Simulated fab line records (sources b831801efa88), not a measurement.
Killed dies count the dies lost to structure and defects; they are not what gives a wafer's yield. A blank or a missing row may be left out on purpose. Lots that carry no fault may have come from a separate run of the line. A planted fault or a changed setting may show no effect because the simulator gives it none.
fab line records    flow sky130
record: lots: 15  wafers: 45  lastDay: 50
route steps=708 shown SD_P@331 SD_N@349 LI_CONTACT@381 VIA2@518
lots that met no fault: taken from a fault-free run of the same line
startH: the number of hours between the record's first day and the start of the first shown wafer of the lot    waitH: hours from the lot's prior step to this one    " as in the row above    L1.1+2: a single row standing in for several wafers    - no value, or no start given    * or withheld: withheld    < > ~ a bound
route shown NAME@n: NAME is a module with steps in the file, n the number in the route of the first one    usual: mean and standard deviation over wafers with no fault    same: alike in all rows    chamber/n: place in a boat    sites: readings site by site    _std_site: standard deviation of those values    _edge_site: outer sites' mean less inner sites'    radiusMm: for every site, how far away it sits from the centre of the wafer    mask NAME#n: copy n    behind: the most recent tool/chamber to have shaped the wafer    hold: why the lot went on hold/how many hours it stayed there/how the hold came to an end    device: which transistor (n, p or np) failed to switch    end of line: the same wafers' tests at the end of the route    for a step that has no rows: nothing shown but its recipe    killed: at the first sort, the dies lost to defects and structure; wafer yield is something else    map: a wafer's dies, x killed, . not, _ none there
set.NAME: the setting the step ran with; set.NAME@STEP: the setting that earlier step ran with    model.NAME: the simulator's own value behind a step, which no gauge read
route steps across a sampled set of lots; one table per step, one row per wafer
services: a tool's chamber out of use, with start hour (startH, from the record's first day; less than 0 if before it), hours out, and reason
== steps ==
step: SKY_SD_P_TW_MEAS_11
usual: SD_P_TW: 2852/33
lot.wafer  tool          chamber  startH  waitH  SD_P_TW
L252.1     filmMetro-01  -        592.40  0.1    2865
L252.3     "             -        "       "      2844
L252.6     "             -        "       "      2857
L254.1     filmMetro-04  -        610.27  0.1    2878
L254.3     "             -        "       "      2884
L254.4     "             -        "       "      2866
L256.2     filmMetro-01  -        617.24  0.1    2854
L256.5     "             -        "       "      2868
L256.6     "             -        "       "      2855
L255.1     filmMetro-04  -        617.37  0.1    2888
L255.2     "             -        "       "      2878
L255.5     "             -        "       "      2866
L257.1     filmMetro-01  -        639.37  0.1    2857
L257.2     "             -        "       "      2867
L257.4     "             -        "       "      2862
L259.1     filmMetro-02  -        655.85  0.1    2796
L259.3     "             -        "       "      2767
L259.6     "             -        "       "      2789
L264.1     filmMetro-04  -        689.30  0.1    2892
L264.2     "             -        "       "      2885
L264.6     "             -        "       "      2885
L265.2     filmMetro-01  -        698.93  0.1    2856
L265.3     "             -        "       "      2870
L265.6     "             -        "       "      2862
L267.1     filmMetro-01  -        719.30  0.1    2872
L267.2     "             -        "       "      2879
L267.6     "             -        "       "      2843
L268.2     filmMetro-02  -        727.88  0.1    2804
L268.3     "             -        "       "      2809
L268.6     "             -        "       "      2813
L269.1     filmMetro-02  -        742.73  0.1    2827
L269.2     "             -        "       "      2822
L269.6     "             -        "       "      2815
L271.1     filmMetro-01  -        743.67  0.1    2841
L271.3     "             -        "       "      2823
L271.4     "             -        "       "      2834
L272.3     filmMetro-01  -        749.44  0.1    2844
L272.5     "             -        "       "      2863
L272.6     "             -        "       "      2858
L273.1     filmMetro-01  -        760.42  0.1    2846
L273.4     "             -        "       "      2860
L273.6     "             -        "       "      2859
L274.1     filmMetro-04  -        764.95  0.1    2872
L274.3     "             -        "       "      2891
L274.6     "             -        "       "      2867
step: SKY_SD_N_CD_MEAS_07
recipe: targetCdNm: 380
usual: cdNm: 379.6/2.3
lot.wafer  tool      chamber  startH  waitH  cdNm
L252.1     cdSem-02  -        650.55  0.1    380.9
L252.3     "         -        "       "      381.3
L252.6     "         -        "       "      379.5
L254.1     cdSem-01  -        667.95  0.1    375.4
L254.3     "         -        "       "      376.5
L254.4     "         -        "       "      375.9
L256.2     cdSem-02  -        675.57  0.1    382.6
L256.5     "         -        "       "      384.6
L256.6     "         -        "       "      383.8
L255.1     cdSem-02  -        676.15  0.1    380.4
L255.2     "         -        "       "      381.0
L255.5     "         -        "       "      378.8
L257.1     cdSem-01  -        696.44  0.2    374.5
L257.2     "         -        "       "      373.7
L257.4     "         -        "       "      374.6
L259.1     cdSem-02  -        711.70  0.1    381.7
L259.3     "         -        "       "      379.8
L259.6     "         -        "       "      379.8
L264.1     cdSem-01  -        745.00  0.1    378.7
L264.2     "         -        "       "      378.6
L264.6     "         -        "       "      376.5
L265.2     cdSem-01  -        754.64  0.1    380.9
L265.3     "         -        "       "      380.0
L265.6     "         -        "       "      382.9
L267.1     cdSem-01  -        773.90  0.1    379.4
L267.2     "         -        "       "      380.1
L267.6     "         -        "       "      382.0
L268.2     cdSem-01  -        781.29  0.1    380.8
L268.3     "         -        "       "      378.1
L268.6     "         -        "       "      378.8
L269.1     cdSem-02  -        796.02  0.1    379.9
L269.2     "         -        "       "      378.3
L269.6     "         -        "       "      377.6
L271.1     cdSem-01  -        797.24  0.2    377.8
L271.3     "         -        "       "      376.4
L271.4     "         -        "       "      377.6
L272.3     cdSem-02  -        803.21  0.1    379.1
L272.5     "         -        "       "      379.9
L272.6     "         -        "       "      379.1
L273.1     cdSem-02  -        813.65  0.1    381.5
L273.4     "         -        "       "      382.5
L273.6     "         -        "       "      384.0
L274.1     cdSem-01  -        819.17  0.1    378.0
L274.3     "         -        "       "      379.7
L274.6     "         -        "       "      380.7
step: SKY_LI_CONTACT_SPUTTER_19
recipe: material: Ti  targetThkNm: 20  chamberPressurePa: 5  powerW: 2500  substrateTempC: 200  timeS: 109.7
usual: throttleValvePct: 29.9/1
lot.wafer  tool           chamber  startH  waitH  throttleValvePct
L252.1     pvdSputter-04  -        681.42  0.0    28.7
L252.3     "              -        "       "      29.2
L252.6     "              -        "       "      28.9
L254.1     pvdSputter-04  -        698.52  0.0    29.3
L254.3     "              -        "       "      29.5
L254.4     "              -        "       "      28.7
L256.2     pvdSputter-04  -        706.39  0.0    28.9
L256.5     "              -        "       "      29.1
L256.6     "              -        "       "      29.7
L255.1     pvdSputter-03  -        707.88  0.0    30.0
L255.2     "              -        "       "      28.4
L255.5     "              -        "       "      30.0
L257.1     pvdSputter-04  -        727.38  0.0    31.3
L257.2     "              -        "       "      28.6
L257.4     "              -        "       "      29.6
L259.1     pvdSputter-02  -        741.95  0.0    30.7
L259.3     "              -        "       "      31.9
L259.6     "              -        "       "      30.8
L264.1     pvdSputter-03  -        774.63  0.0    29.8
L264.2     "              -        "       "      29.8
L264.6     "              -        "       "      29.9
L265.2     pvdSputter-04  -        783.85  0.0    28.8
L265.3     "              -        "       "      31.8
L265.6     "              -        "       "      29.7
L267.1     pvdSputter-03  -        803.09  0.0    28.2
L267.2     "              -        "       "      29.7
L267.6     "              -        "       "      29.8
L268.2     pvdSputter-03  -        809.55  0.0    28.0
L268.3     "              -        "       "      29.8
L268.6     "              -        "       "      28.6
L269.1     pvdSputter-04  -        824.33  0.0    29.0
L269.2     "              -        "       "      28.6
L269.6     "              -        "       "      28.9
L271.1     pvdSputter-04  -        825.93  0.0    29.2
L271.3     "              -        "       "      28.8
L271.4     "              -        "       "      29.8
L272.3     pvdSputter-04  -        831.83  0.0    28.8
L272.5     "              -        "       "      28.7
L272.6     "              -        "       "      31.5
L273.1     pvdSputter-03  -        841.25  0.0    29.7
L273.4     "              -        "       "      28.5
L273.6     "              -        "       "      30.0
L274.1     pvdSputter-03  -        848.73  0.0    28.4
L274.3     "              -        "       "      30.0
L274.6     "              -        "       "      28.7
step: SKY_VIA2_DEVELOP_11
recipe: developTimeS: 62.84  resist: KrF-thick  devTempC: 21
usual: chillPlateTempC: 23.00/0.12  developTimeS: 62.84/0
lot.wafer  tool           chamber  startH  waitH  chillPlateTempC  developTimeS
L252.1     lithoTrack-04  0        850     -      22.93            62.84
L252.3     "              0        "       "      22.89            62.84
L252.6     "              0        "       "      23.13            62.84
L254.1     lithoTrack-01  0        869     -      22.90            62.84
L254.3     "              0        "       "      22.91            62.84
L254.4     "              0        "       "      23.04            62.84
L256.2     lithoTrack-01  -        876     -      -                -
L256.5     "              -        "       "      -                -
L256.6     "              -        "       "      -                -
L255.1     lithoTrack-01  -        877     -      -                -
L255.2     "              -        "       "      -                -
L255.5     "              -        "       "      -                -
L257.1     lithoTrack-03  -        892     -      -                -
L257.2     "              -        "       "      -                -
L257.4     "              -        "       "      -                -
L259.1     lithoTrack-04  0        906     -      23.03            62.84
L259.3     "              0        "       "      23.03            62.84
L259.6     "              0        "       "      22.92            62.84
L264.1     lithoTrack-04  0        937     -      22.95            62.84
L264.2     "              0        "       "      22.97            62.84
L264.6     "              0        "       "      22.98            62.84
L265.2     lithoTrack-04  0        943     -      23.13            62.84
L265.3     "              0        "       "      23.21            62.84
L265.6     "              0        "       "      23.03            62.84
L267.1     lithoTrack-01  0        964     -      23.12            62.84
L267.2     "              0        "       "      23.00            62.84
L267.6     "              0        "       "      23.17            62.84
L268.2     lithoTrack-01  0        968     -      23.17            62.84
L268.3     "              0        "       "      22.95            62.84
L268.6     "              0        "       "      22.83            62.84
L269.1     lithoTrack-04  0        987     -      22.96            62.84
L269.2     "              0        "       "      22.79            62.84
L269.6     "              0        "       "      22.93            62.84
L271.1     lithoTrack-01  0        988     -      23.17            62.84
L271.3     "              0        "       "      23.06            62.84
L271.4     "              0        "       "      23.20            62.84
L272.3     lithoTrack-01  0        991     -      23.03            62.84
L272.5     "              0        "       "      23.04            62.84
L272.6     "              0        "       "      22.99            62.84
L273.1     lithoTrack-03  0        997     -      22.92            62.84
L273.4     "              0        "       "      23.04            62.84
L273.6     "              0        "       "      23.01            62.84
L274.1     lithoTrack-03  0        1008    -      23.05            62.84
L274.3     "              0        "       "      22.93            62.84
L274.6     "              0        "       "      22.92            62.84
== services ==
tool           chamber  startH  hours  kind
pvdSputter-04  -        663.70  2.4    repair
pvdSputter-03  -        761.98  3.0    repair
pvdSputter-04  -        762.97  4.2    repair
lithoTrack-01  -        767.42  -      consumableReplace:filter
pvdSputter-02  -        794.24  9.0    repair
pvdSputter-04  -        807.32  8.4    repair
pvdSputter-04  -        840.32  3.3    repair
pvdSputter-04  -        854.22  1.9    repair
pvdSputter-02  -        924.27  0.6    repair
pvdSputter-02  -        928.96  2.4    repair
pvdSputter-04  -        943.92  1.2    repair
pvdSputter-04  -        996.90  1.3    repair
== key ==
firstSign: step: SKY_VIA2_DEVELOP_11  reading: toolRecord  direction: missing
effect none on later readings
metAt SKY_VIA2_DEVELOP_11
struckLots L255,L256,L257
laterRowsLeftOut L255.1,L255.2,L255.5,L256.2,L256.5,L256.6,L257.1,L257.2,L257.4
sortLeftOut L255.1,L255.2,L255.5,L256.2,L256.5,L256.6,L257.1,L257.2,L257.4
notActingAt SKY_SD_P_TW_MEAS_11,SKY_SD_N_CD_MEAS_07,SKY_LI_CONTACT_SPUTTER_19
onsetBetween 869 876
fault: kind: skippedStepWhole  tool: lithoTrack-01,lithoTrack-03  chamber: -  onsetH: 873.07  steps: SKY_VIA2_DEVELOP_11  scope: struckLotsOnly
sortLeftOut: the simulated sort isn't trusted on such a fault, so these wafers' sort isn't shown, and their yield isn't known
laterRowsLeftOut: the simulator's readings of these wafers behind a module that went badly wrong aren't trusted and aren't shown, but for the sort
